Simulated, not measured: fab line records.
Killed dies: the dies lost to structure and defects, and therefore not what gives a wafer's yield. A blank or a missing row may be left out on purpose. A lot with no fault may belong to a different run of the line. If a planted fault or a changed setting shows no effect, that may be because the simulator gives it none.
fab line records	flow gf180mcu
record lots=24	wafers=72	lastDay=34
route steps=602 shown V2@386 M4@458 V4@492
lots that met no fault: taken from a fault-free run of the same line
startH: the number of hours between the record's first day and the start of the first shown wafer of the lot	waitH: time in hours since the lot's previous step	" same as the row above	L1.1+2: a single row standing in for several wafers	- no value, or no start given	* or withheld: withheld	< > ~ a bound
route shown NAME@n: a module of which the file shows steps, and the number in the route of the first	usual: average and standard deviation across the fault-free wafers	same: alike in all rows	chamber/n: place in a boat	sites: readings site by site	_std_site: how widely they spread, as a standard deviation	_edge_site: inner sites' mean taken away from outer sites' mean	radiusMm: how far each site lies from the wafer's centre	mask NAME#n: copy n	behind: the most recent tool/chamber to have shaped the wafer	hold: cause of the lot's hold/its duration in hours/its outcome	device: transistor that didn't switch, given as n, p or np	end of line: tests of these same wafers at the route's end	a step given without rows: its recipe and nothing more	killed: dies that structure and defects cost at the first sort, which is not the same as the wafer's yield	map: a wafer's dies, x killed, . not, _ none there
set.NAME: setting as actually run; set.NAME@STEP: the setting as run at that earlier step	model.NAME: the simulator's own value behind a step, which no gauge read
steps of the route over a sample of lots; a table a step, a row a wafer
services: when a tool's chamber went out of use (startH, in hours from the record's first day, below 0 if earlier), for how many hours, and the reason
## steps
# step GF_V2_CMP_04
# recipe material=SiO2	downForcePsi=4	platenRpm=60	padVelocityMS=0.94248
# usual motorCurrentA=12.0/1.1	platenRpm=60.01/0.042	retainingRingPressureFrac=1.000/0.0047	timeToEndpointS=78/6.3
lot.wafer	tool	chamber	startH	waitH	motorCurrentA	platenRpm	retainingRingPressureFrac	timeToEndpointS
L074.2	cmp-02	1	441.07	0.0	11.5	60.07	0.997	72
L074.1	"	0	"	"	11.7	59.98	1.000	68
L074.5	"	2	"	"	9.6	60.01	0.996	77
L075.4	cmp-01	1	449.13	0.0	13.6	59.99	0.993	77
L075.1	"	0	"	"	13.0	60.01	0.993	86
L075.6	"	2	"	"	12.5	60.04	0.998	76
L076.3	cmp-02	3	460.52	0.1	13.6	59.96	1.001	78
L076.1	"	2	"	"	10.2	59.98	0.998	69
L076.6	"	3	"	"	12.7	59.99	1.000	84
L077.3	cmp-02	1	468.59	0.1	11.1	59.95	0.995	69
L077.1	"	2	"	"	9.8	60.01	1.004	75
L077.5	"	1	"	"	11.8	59.99	0.993	74
L078.3	cmp-02	3	476.49	0.1	12.9	60.00	1.005	76
L078.2	"	0	"	"	11.6	60.06	0.995	80
L078.5	"	3	"	"	11.9	59.98	1.003	77
L079.1	cmp-02	0	485.13	0.1	11.1	60.08	1.000	76
L079.3	"	1	"	"	11.2	59.99	1.008	67
L079.6	"	2	"	"	9.8	59.97	0.995	78
L080.1	cmp-02	3	502.87	0.1	12.7	60.05	1.003	69
L080.3	"	0	"	"	11.7	60.00	1.006	70
L080.2	"	1	"	"	11.7	60.09	1.001	66
L081.3	cmp-02	1	515.15	0.0	11.7	60.01	1.006	70
L081.2	"	2	"	"	10.8	59.98	0.995	70
L081.4	"	0	"	"	11.4	60.01	1.003	80
L082.2	cmp-01	2	519.10	0.1	12.4	60.01	0.997	70
L082.5	"	0	"	"	13.0	60.02	1.000	79
L082.6	"	1	"	"	13.0	60.09	1.002	78
L083.1	cmp-01	1	524.96	0.1	12.5	60.01	1.001	74
L083.3	"	3	"	"	13.3	59.94	1.002	78
L083.4	"	0	"	"	12.8	60.03	0.991	91
L084.3	cmp-02	2	534.27	0.1	10.3	60.04	1.005	70
L084.2	"	3	"	"	12.9	59.96	1.005	75
L084.1	"	0	"	"	11.5	59.99	1.000	75
L085.2	cmp-01	1	537.08	0.1	13.0	59.97	0.995	74
L085.6	"	0	"	"	13.5	59.98	1.000	84
L085.5	"	1	"	"	13.3	59.97	1.004	82
L086.2	cmp-02	1	546.04	0.3	11.4	59.98	0.999	68
L086.3	"	2	"	"	10.4	60.03	1.006	69
L086.6	"	0	"	"	11.8	59.98	1.001	80
L087.2	cmp-01	2	558.49	0.0	13.0	59.98	0.988	70
L087.1	"	3	"	"	12.5	60.10	0.996	80
L087.3	"	0	"	"	12.5	60.00	1.001	83
L088.4	cmp-02	2	569.33	0.0	10.3	60.04	1.001	81
L088.1	"	3	"	"	12.6	60.02	1.007	74
L088.6	"	2	"	"	9.9	60.04	0.993	78
L089.4	cmp-02	3	573.19	0.2	12.6	59.98	0.998	76
L089.5	"	0	"	"	11.4	60.00	0.994	88
L089.6	"	1	"	"	11.8	60.01	0.999	80
L090.4	cmp-01	2	577.08	0.0	13.3	60.07	0.993	73
L090.3	"	3	"	"	12.4	60.03	0.999	85
L090.2	"	1	"	"	12.9	59.97	0.994	89
L091.4	cmp-01	2	589.14	0.0	12.6	59.98	0.998	73
L091.1	"	0	"	"	12.5	59.98	0.990	91
L091.3	"	1	"	"	13.1	60.02	0.997	76
L092.2	cmp-02	2	591.08	0.2	9.8	59.94	1.011	75
L092.5	"	3	"	"	13.0	60.04	1.006	84
L092.6	"	0	"	"	11.9	60.00	1.006	81
L093.1	cmp-01	0	601.26	0.1	12.9	60.00	1.003	84
L093.6	"	3	"	"	12.2	60.11	1.003	93
L093.5	"	0	"	"	13.7	60.03	1.003	85
L094.2	cmp-01	1	614.75	0.0	13.2	59.96	0.998	77
L094.3	"	3	"	"	12.9	60.03	1.004	78
L094.5	"	1	"	"	12.7	60.01	0.993	85
L095.1	cmp-02	0	616.37	0.1	11.8	59.97	1.004	85
L095.2	"	3	"	"	13.4	60.02	1.008	79
L095.6	"	1	"	"	11.8	60.02	1.003	78
L096.4	cmp-01	1	624.58	0.1	13.0	59.93	1.001	81
L096.3	"	2	"	"	13.2	59.97	0.995	73
L096.5	"	3	"	"	12.3	60.02	1.000	83
L097.4	cmp-02	0	631.45	0.0	11.1	60.05	0.997	83
L097.2	"	2	"	"	10.3	59.95	1.001	68
L097.6	"	0	"	"	10.8	60.03	0.996	85
# step GF_V2_SPUTTER_22
# recipe material=TiN	targetThkNm=10	chamberPressurePa=5	powerW=4000	timeS=40
# usual throttleValvePct=29.8/0.93
lot.wafer	tool	chamber	startH	waitH	throttleValvePct
L074.1	pvdSputter-04	-	466.97	0.0	29.8
L074.2	"	-	"	"	29.1
L074.5	"	-	"	"	30.9
L075.1	pvdSputter-02	-	474.04	0.0	29.8
L075.4	"	-	"	"	30.6
L075.6	"	-	"	"	28.9
L076.1	pvdSputter-02	-	486.15	0.0	29.2
L076.3	"	-	"	"	30.6
L076.6	"	-	"	"	29.9
L077.1	pvdSputter-03	-	494.24	0.0	31.7
L077.3	"	-	"	"	30.4
L077.5	"	-	"	"	27.9
L078.2	pvdSputter-02	-	501.68	0.0	29.1
L078.3	"	-	"	"	28.8
L078.5	"	-	"	"	30.3
L079.1	pvdSputter-04	-	510.59	0.0	30.7
L079.3	"	-	"	"	30.0
L079.6	"	-	"	"	30.6
L080.1	pvdSputter-02	-	527.87	0.0	29.1
L080.2	"	-	"	"	30.3
L080.3	"	-	"	"	28.9
L081.2	pvdSputter-03	-	539.45	0.0	28.0
L081.3	"	-	"	"	30.1
L081.4	"	-	"	"	31.7
L082.2	pvdSputter-04	-	543.12	0.0	29.5
L082.5	"	-	"	"	29.8
L082.6	"	-	"	"	29.1
L083.1	pvdSputter-03	-	548.80	0.0	31.4
L083.3	"	-	"	"	29.8
L083.4	"	-	"	"	30.0
L084.1	pvdSputter-02	-	557.43	0.0	29.3
L084.2	"	-	"	"	30.1
L084.3	"	-	"	"	29.0
L085.2	pvdSputter-03	-	560.65	0.0	31.7
L085.5	"	-	"	"	28.1
L085.6	"	-	"	"	30.1
L086.2	pvdSputter-04	-	569.34	0.0	29.9
L086.3	"	-	"	"	29.0
L086.6	"	-	"	"	30.6
L087.1	pvdSputter-04	-	581.49	0.0	30.2
L087.2	"	-	"	"	29.2
L087.3	"	-	"	"	30.3
L088.1	pvdSputter-02	-	592.35	0.0	30.5
L088.4	"	-	"	"	29.7
L088.6	"	-	"	"	29.0
L089.4	pvdSputter-03	-	595.77	0.0	28.1
L089.5	"	-	"	"	29.9
L089.6	"	-	"	"	32.0
L090.2	pvdSputter-04	-	599.65	0.0	29.4
L090.3	"	-	"	"	30.2
L090.4	"	-	"	"	29.9
L091.1	pvdSputter-02	-	611.73	0.0	30.6
L091.3	"	-	"	"	29.0
L091.4	"	-	"	"	29.8
L092.2	pvdSputter-02	-	613.05	0.0	30.6
L092.5	"	-	"	"	29.8
L092.6	"	-	"	"	30.6
L093.1	pvdSputter-02	-	622.82	0.0	29.8
L093.5	"	-	"	"	30.8
L093.6	"	-	"	"	30.0
L094.2	pvdSputter-03	-	636.40	0.0	31.7
L094.3	"	-	"	"	29.7
L094.5	"	-	"	"	29.8
L095.1	pvdSputter-03	-	637.69	0.0	30.1
L095.2	"	-	"	"	30.2
L095.6	"	-	"	"	27.8
L096.3	pvdSputter-04	-	645.87	0.0	30.2
L096.4	"	-	"	"	30.2
L096.5	"	-	"	"	30.7
L097.2	pvdSputter-02	-	652.45	0.0	30.6
L097.4	"	-	"	"	29.9
L097.6	"	-	"	"	28.9
# step GF_M4_SPUTTER_02
# recipe material=AlCu	targetThkNm=450	powerW=10600	timeS=23.9	chamberPressurePa=0.4
# usual throttleValvePct=29.8/1.1
lot.wafer	tool	chamber	startH	waitH	throttleValvePct
L074.1	pvdSputter-02	-	518.91	0.0	30.5
L074.2	"	-	"	"	29.0
L074.5	"	-	"	"	30.6
L075.1	pvdSputter-03	-	524.67	0.0	31.3
L075.4	"	-	"	"	29.9
L075.6	"	-	"	"	31.7
L076.1	pvdSputter-03	-	536.49	0.0	28.0
L076.3	"	-	"	"	29.7
L076.6	"	-	"	"	27.9
L077.1	pvdSputter-03	-	544.81	0.0	28.1
L077.3	"	-	"	"	30.2
L077.5	"	-	"	"	28.0
L078.2	pvdSputter-02	-	552.07	0.0	28.7
L078.3	"	-	"	"	29.1
L078.5	"	-	"	"	30.7
L079.1	pvdSputter-01	-	560.30	0.0	29.1
L079.3	"	-	"	"	28.8
L079.6	"	-	"	"	29.2
L080.1	pvdSputter-02	-	575.51	0.0	30.6
L080.2	"	-	"	"	29.0
L080.3	"	-	"	"	29.0
L081.2	pvdSputter-03	-	587.84	0.0	27.9
L081.3	"	-	"	"	30.3
L081.4	"	-	"	"	30.0
L082.2	pvdSputter-02	-	590.66	0.0	29.2
L082.5	"	-	"	"	29.9
L082.6	"	-	"	"	28.8
L083.1	pvdSputter-02	-	596.15	0.0	30.5
L083.3	"	-	"	"	29.0
L083.4	"	-	"	"	29.9
L084.1	pvdSputter-01	-	603.51	0.0	29.1
L084.2	"	-	"	"	31.6
L084.3	"	-	"	"	28.9
L085.2	pvdSputter-03	-	607.80	0.0	30.1
L085.5	"	-	"	"	31.5
L085.6	"	-	"	"	28.0
L086.2	pvdSputter-03	-	616.25	0.0	31.7
L086.3	"	-	"	"	29.7
L086.6	"	-	"	"	29.9
L087.1	pvdSputter-03	-	627.27	0.0	28.0
L087.2	"	-	"	"	30.0
L087.3	"	-	"	"	30.0
L088.1	pvdSputter-02	-	636.86	0.0	29.2
L088.4	"	-	"	"	29.9
L088.6	"	-	"	"	30.0
L089.4	pvdSputter-03	-	640.99	0.0	30.3
L089.5	"	-	"	"	29.9
L089.6	"	-	"	"	27.9
L090.2	pvdSputter-02	-	645.45	0.0	29.7
L090.3	"	-	"	"	28.8
L090.4	"	-	"	"	29.0
L091.1	pvdSputter-03	-	655.81	0.0	29.9
L091.3	"	-	"	"	28.0
L091.4	"	-	"	"	29.9
L092.2	pvdSputter-02	-	657.21	0.0	28.8
L092.5	"	-	"	"	30.6
L092.6	"	-	"	"	29.1
L093.1	pvdSputter-03	-	666.81	0.0	31.8
L093.5	"	-	"	"	31.4
L093.6	"	-	"	"	30.3
L094.2	pvdSputter-02	-	679.58	0.0	28.9
L094.3	"	-	"	"	30.7
L094.5	"	-	"	"	30.6
L095.1	pvdSputter-01	-	680.39	0.0	30.4
L095.2	"	-	"	"	29.1
L095.6	"	-	"	"	30.7
L096.3	pvdSputter-01	-	688.73	0.0	31.5
L096.4	"	-	"	"	30.6
L096.5	"	-	"	"	31.4
L097.2	pvdSputter-03	-	694.16	0.0	27.8
L097.4	"	-	"	"	29.9
L097.6	"	-	"	"	29.7
# step GF_M4_SPUTTER_03
# recipe material=Ti	targetThkNm=10	substrateTempC=300	chamberPressurePa=0.3	powerW=3000	timeS=6.7
# usual throttleValvePct=29.8/1.1
lot.wafer	tool	chamber	startH	waitH	throttleValvePct
L074.1	pvdSputter-02	-	518.94	0.0	30.7
L074.2	"	-	"	"	29.0
L074.5	"	-	"	"	30.6
L075.1	pvdSputter-03	-	524.70	0.0	32.0
L075.4	"	-	"	"	30.1
L075.6	"	-	"	"	31.7
L076.1	pvdSputter-03	-	536.52	0.0	27.9
L076.3	"	-	"	"	29.9
L076.6	"	-	"	"	28.0
L077.1	pvdSputter-03	-	544.84	0.0	28.2
L077.3	"	-	"	"	30.4
L077.5	"	-	"	"	28.0
L078.2	pvdSputter-02	-	552.10	0.0	29.0
L078.3	"	-	"	"	29.1
L078.5	"	-	"	"	30.5
L079.1	pvdSputter-01	-	560.33	0.0	28.9
L079.3	"	-	"	"	29.3
L079.6	"	-	"	"	29.1
L080.1	pvdSputter-02	-	575.54	0.0	30.8
L080.2	"	-	"	"	28.9
L080.3	"	-	"	"	28.9
L081.2	pvdSputter-03	-	587.87	0.0	28.0
L081.3	"	-	"	"	30.1
L081.4	"	-	"	"	30.0
L082.2	pvdSputter-02	-	590.69	0.0	29.0
L082.5	"	-	"	"	30.0
L082.6	"	-	"	"	28.8
L083.1	pvdSputter-02	-	596.18	0.0	30.2
L083.3	"	-	"	"	28.9
L083.4	"	-	"	"	30.0
L084.1	pvdSputter-01	-	603.54	0.0	29.1
L084.2	"	-	"	"	31.3
L084.3	"	-	"	"	28.8
L085.2	pvdSputter-03	-	607.83	0.0	29.9
L085.5	"	-	"	"	31.5
L085.6	"	-	"	"	27.7
L086.2	pvdSputter-03	-	616.28	0.0	31.8
L086.3	"	-	"	"	30.0
L086.6	"	-	"	"	29.8
L087.1	pvdSputter-03	-	627.30	0.0	27.4
L087.2	"	-	"	"	29.8
L087.3	"	-	"	"	30.0
L088.1	pvdSputter-02	-	636.89	0.0	28.9
L088.4	"	-	"	"	29.8
L088.6	"	-	"	"	30.0
L089.4	pvdSputter-03	-	641.02	0.0	30.1
L089.5	"	-	"	"	30.0
L089.6	"	-	"	"	27.7
L090.2	pvdSputter-02	-	645.48	0.0	29.8
L090.3	"	-	"	"	28.8
L090.4	"	-	"	"	29.0
L091.1	pvdSputter-03	-	655.84	0.0	30.0
L091.3	"	-	"	"	27.9
L091.4	"	-	"	"	29.6
L092.2	pvdSputter-02	-	657.24	0.0	28.9
L092.5	"	-	"	"	30.5
L092.6	"	-	"	"	28.9
L093.1	pvdSputter-03	-	666.84	0.0	31.7
L093.5	"	-	"	"	32.0
L093.6	"	-	"	"	30.3
L094.2	pvdSputter-02	-	679.61	0.0	29.0
L094.3	"	-	"	"	30.6
L094.5	"	-	"	"	30.7
L095.1	pvdSputter-01	-	680.42	0.0	30.5
L095.2	"	-	"	"	28.9
L095.6	"	-	"	"	30.8
L096.3	pvdSputter-01	-	688.76	0.0	31.4
L096.4	"	-	"	"	31.0
L096.5	"	-	"	"	31.6
L097.2	pvdSputter-03	-	694.19	0.0	27.9
L097.4	"	-	"	"	29.6
L097.6	"	-	"	"	30.0
# step GF_M4_SPUTTER_04
# recipe material=TiN	targetThkNm=50	powerW=6500	timeS=41.7	chamberPressurePa=0.4
# usual throttleValvePct=29.8/1.1
lot.wafer	tool	chamber	startH	waitH	throttleValvePct
L074.1	pvdSputter-02	-	518.96	0.0	30.5
L074.2	"	-	"	"	28.8
L074.5	"	-	"	"	30.6
L075.1	pvdSputter-03	-	524.72	0.0	31.7
L075.4	"	-	"	"	30.1
L075.6	"	-	"	"	31.9
L076.1	pvdSputter-03	-	536.54	0.0	27.7
L076.3	"	-	"	"	29.8
L076.6	"	-	"	"	28.2
L077.1	pvdSputter-03	-	544.86	0.0	28.1
L077.3	"	-	"	"	30.2
L077.5	"	-	"	"	28.1
L078.2	pvdSputter-02	-	552.12	0.0	28.8
L078.3	"	-	"	"	28.9
L078.5	"	-	"	"	30.5
L079.1	pvdSputter-01	-	560.35	0.0	29.1
L079.3	"	-	"	"	29.1
L079.6	"	-	"	"	29.1
L080.1	pvdSputter-02	-	575.56	0.0	30.7
L080.2	"	-	"	"	29.1
L080.3	"	-	"	"	29.1
L081.2	pvdSputter-03	-	587.89	0.0	28.2
L081.3	"	-	"	"	30.1
L081.4	"	-	"	"	29.8
L082.2	pvdSputter-02	-	590.71	0.0	29.2
L082.5	"	-	"	"	29.8
L082.6	"	-	"	"	28.7
L083.1	pvdSputter-02	-	596.20	0.0	30.7
L083.3	"	-	"	"	29.1
L083.4	"	-	"	"	29.9
L084.1	pvdSputter-01	-	603.56	0.0	29.0
L084.2	"	-	"	"	31.4
L084.3	"	-	"	"	28.9
L085.2	pvdSputter-03	-	607.85	0.0	29.7
L085.5	"	-	"	"	31.5
L085.6	"	-	"	"	27.9
L086.2	pvdSputter-03	-	616.30	0.0	31.6
L086.3	"	-	"	"	29.8
L086.6	"	-	"	"	30.1
L087.1	pvdSputter-03	-	627.32	0.0	27.8
L087.2	"	-	"	"	30.0
L087.3	"	-	"	"	30.1
L088.1	pvdSputter-02	-	636.92	0.0	29.0
L088.4	"	-	"	"	29.9
L088.6	"	-	"	"	29.8
L089.4	pvdSputter-03	-	641.04	0.0	30.0
L089.5	"	-	"	"	30.1
L089.6	"	-	"	"	27.6
L090.2	pvdSputter-02	-	645.50	0.0	29.9
L090.3	"	-	"	"	28.8
L090.4	"	-	"	"	29.1
L091.1	pvdSputter-03	-	655.86	0.0	29.8
L091.3	"	-	"	"	28.1
L091.4	"	-	"	"	30.0
L092.2	pvdSputter-02	-	657.26	0.0	28.9
L092.5	"	-	"	"	30.7
L092.6	"	-	"	"	29.0
L093.1	pvdSputter-03	-	666.86	0.0	31.7
L093.5	"	-	"	"	31.6
L093.6	"	-	"	"	30.3
L094.2	pvdSputter-02	-	679.63	0.0	28.8
L094.3	"	-	"	"	30.5
L094.5	"	-	"	"	30.4
L095.1	pvdSputter-01	-	680.44	0.0	30.5
L095.2	"	-	"	"	28.9
L095.6	"	-	"	"	30.7
L096.3	pvdSputter-01	-	688.78	0.0	31.4
L096.4	"	-	"	"	30.5
L096.5	"	-	"	"	31.8
L097.2	pvdSputter-03	-	694.21	0.0	27.8
L097.4	"	-	"	"	30.0
L097.6	"	-	"	"	29.9
# step GF_V4_ETCH_16
# recipe chemistry=N2/H2	targetDepthA=withheld	overetchA=withheld	timeS=withheld	target=BARC	ionEnergyEv=200	sourceW=500	biasW=100	pressureMtorr=30	n2FlowSccm=100	h2FlowSccm=200
# usual drypumpMotorCurrentA=5.9/0.54	oesProductAu=0.855/0.0047	rfFwdPowerW=494.2/1.8	throttleValvePct=13.224/0.0087
lot.wafer	tool	chamber	startH	waitH	drypumpMotorCurrentA	oesProductAu	rfFwdPowerW	throttleValvePct
L074.1	rieDiel-03	0	565.18	0.0	5.2	0.853	493.6	13.234
L074.2	"	3	"	"	6.5	0.856	495.3	13.230
L074.5	"	2	"	"	6.6	0.861	494.9	13.234
L075.1	rieDiel-02	2	570.99	0.0	5.5	0.848	493.2	13.235
L075.4	"	0	"	"	6.3	0.854	492.4	13.239
L075.6	"	3	"	"	5.6	0.857	493.2	13.219
L076.1	rieDiel-04	3	582.77	0.0	6.7	0.851	498.0	13.227
L076.3	"	0	"	"	5.3	0.861	492.2	13.221
L076.6	"	3	"	"	6.7	0.847	494.5	13.242
L077.1	rieDiel-02	0	590.42	0.0	6.4	0.857	493.4	13.224
L077.3	"	1	"	"	5.9	0.850	496.9	13.224
L077.5	"	1	"	"	5.9	0.857	497.1	13.217
L078.2	rieDiel-04	0	597.84	0.0	5.3	0.849	494.4	13.232
L078.3	"	2	"	"	5.9	0.845	496.3	13.225
L078.5	"	0	"	"	5.3	0.844	494.2	13.222
L079.1	rieDiel-03	3	604.87	0.0	6.5	0.850	493.8	13.234
L079.3	"	2	"	"	6.6	0.857	488.6	13.218
L079.6	"	2	"	"	6.6	0.854	489.7	13.228
L080.1	rieDiel-02	2	620.34	0.0	5.5	0.858	494.7	13.220
L080.2	"	0	"	"	6.3	0.851	491.4	13.212
L080.3	"	1	"	"	5.9	0.855	498.1	13.218
L081.2	rieDiel-03	1	631.18	0.0	5.1	0.853	494.4	13.217
L081.3	"	0	"	"	5.2	0.850	495.4	13.220
L081.4	"	3	"	"	6.5	0.857	494.4	13.222
L082.2	rieDiel-03	1	633.38	0.0	5.1	0.851	494.1	13.224
L082.5	"	3	"	"	6.5	0.859	496.0	13.222
L082.6	"	1	"	"	5.1	0.854	496.9	13.230
L083.1	rieDiel-02	0	639.19	0.0	6.3	0.857	490.6	13.214
L083.3	"	3	"	"	5.7	0.848	492.6	13.223
L083.4	"	1	"	"	5.9	0.861	495.6	13.202
L084.1	rieDiel-02	1	649.63	0.0	5.9	0.862	496.9	13.215
L084.2	"	3	"	"	5.7	0.861	497.4	13.226
L084.3	"	2	"	"	5.5	0.857	491.2	13.223
L085.2	rieDiel-03	3	650.44	0.0	6.5	0.859	495.8	13.220
L085.5	"	0	"	"	5.2	0.858	493.9	13.218
L085.6	"	3	"	"	6.5	0.861	496.2	13.212
L086.2	rieDiel-04	1	657.49	0.0	6.1	0.848	492.7	13.225
L086.3	"	2	"	"	5.9	0.862	494.9	13.222
L086.6	"	1	"	"	6.1	0.855	494.8	13.223
L087.1	rieDiel-04	3	668.47	0.0	6.7	0.854	495.1	13.230
L087.2	"	0	"	"	5.3	0.850	493.5	13.214
L087.3	"	1	"	"	6.1	0.854	493.8	13.228
L088.1	rieDiel-02	3	678.08	0.0	5.7	0.854	493.0	13.230
L088.4	"	0	"	"	6.3	0.856	492.5	13.227
L088.6	"	3	"	"	5.6	0.850	494.0	13.225
L089.4	rieDiel-03	3	682.13	0.0	6.5	0.858	495.6	13.241
L089.5	"	2	"	"	6.6	0.859	495.3	13.234
L089.6	"	3	"	"	6.4	0.859	495.0	13.222
L090.2	rieDiel-04	0	685.52	0.0	5.2	0.855	492.8	13.225
L090.3	"	1	"	"	6.1	0.852	492.5	13.224
L090.4	"	2	"	"	5.9	0.851	492.4	13.229
L091.1	rieDiel-02	2	695.44	0.0	5.5	0.851	491.3	13.219
L091.3	"	1	"	"	5.9	0.850	497.2	13.240
L091.4	"	2	"	"	5.5	0.862	493.2	13.217
L092.2	rieDiel-02	0	697.69	0.0	6.3	0.856	492.0	13.227
L092.5	"	2	"	"	5.5	0.856	493.8	13.211
L092.6	"	1	"	"	5.9	0.851	496.5	13.239
L093.1	rieDiel-04	2	706.24	0.0	5.9	0.853	492.3	13.211
L093.5	"	3	"	"	6.7	0.864	495.5	13.221
L093.6	"	0	"	"	5.3	0.857	493.0	13.223
L094.2	rieDiel-03	3	717.79	0.0	6.5	0.855	495.2	13.222
L094.3	"	1	"	"	5.1	0.864	494.7	13.221
L094.5	"	3	"	"	6.5	0.859	494.0	13.214
L095.1	rieDiel-02	2	719.94	0.0	5.5	0.850	491.1	13.234
L095.2	"	0	"	"	6.4	0.852	493.5	13.225
L095.6	"	1	"	"	5.9	0.845	493.9	13.246
L096.3	rieDiel-03	2	726.48	0.0	6.6	0.853	494.0	13.216
L096.4	"	3	"	"	6.5	0.852	497.1	13.220
L096.5	"	1	"	"	5.1	0.857	494.1	13.223
L097.2	rieDiel-03	3	731.69	0.0	6.5	0.857	496.2	13.223
L097.4	"	2	"	"	6.6	0.859	493.7	13.215
L097.6	"	3	"	"	6.5	0.856	496.7	13.231
## services
tool	chamber	startH	hours	kind
rieDiel-02	1	417.85	5.1	repair
rieDiel-03	0	426.50	13.9	repair
pvdSputter-03	-	427.30	15.2	repair
cmp-01	-	454.07	0.5	repair
cmp-01	-	458.85	9.3	pm
rieDiel-02	1	463.71	4.6	repair
rieDiel-03	3	471.91	2.8	repair
cmp-01	-	517.84	0.3	repair
rieDiel-02	2	528.06	4.2	repair
cmp-02	-	528.63	1.4	repair
rieDiel-03	1	533.43	15.2	repair
cmp-02	-	549.41	0.5	repair
cmp-01	-	572.35	4.0	pm
rieDiel-02	-	593.52	0.2	repair
cmp-01	-	596.21	4.3	pm
cmp-01	-	625.59	2.6	repair
pvdSputter-01	-	641.80	2.0	repair
pvdSputter-03	-	643.64	2.2	repair
pvdSputter-03	-	650.22	0.6	repair
cmp-02	-	676.92	0.4	repair
cmp-02	-	688.00	4.5	pm
pvdSputter-03	-	698.43	1.0	repair
cmp-01	-	716.75	6.1	pm
cmp-02	-	725.59	2.1	repair
## key
fault none
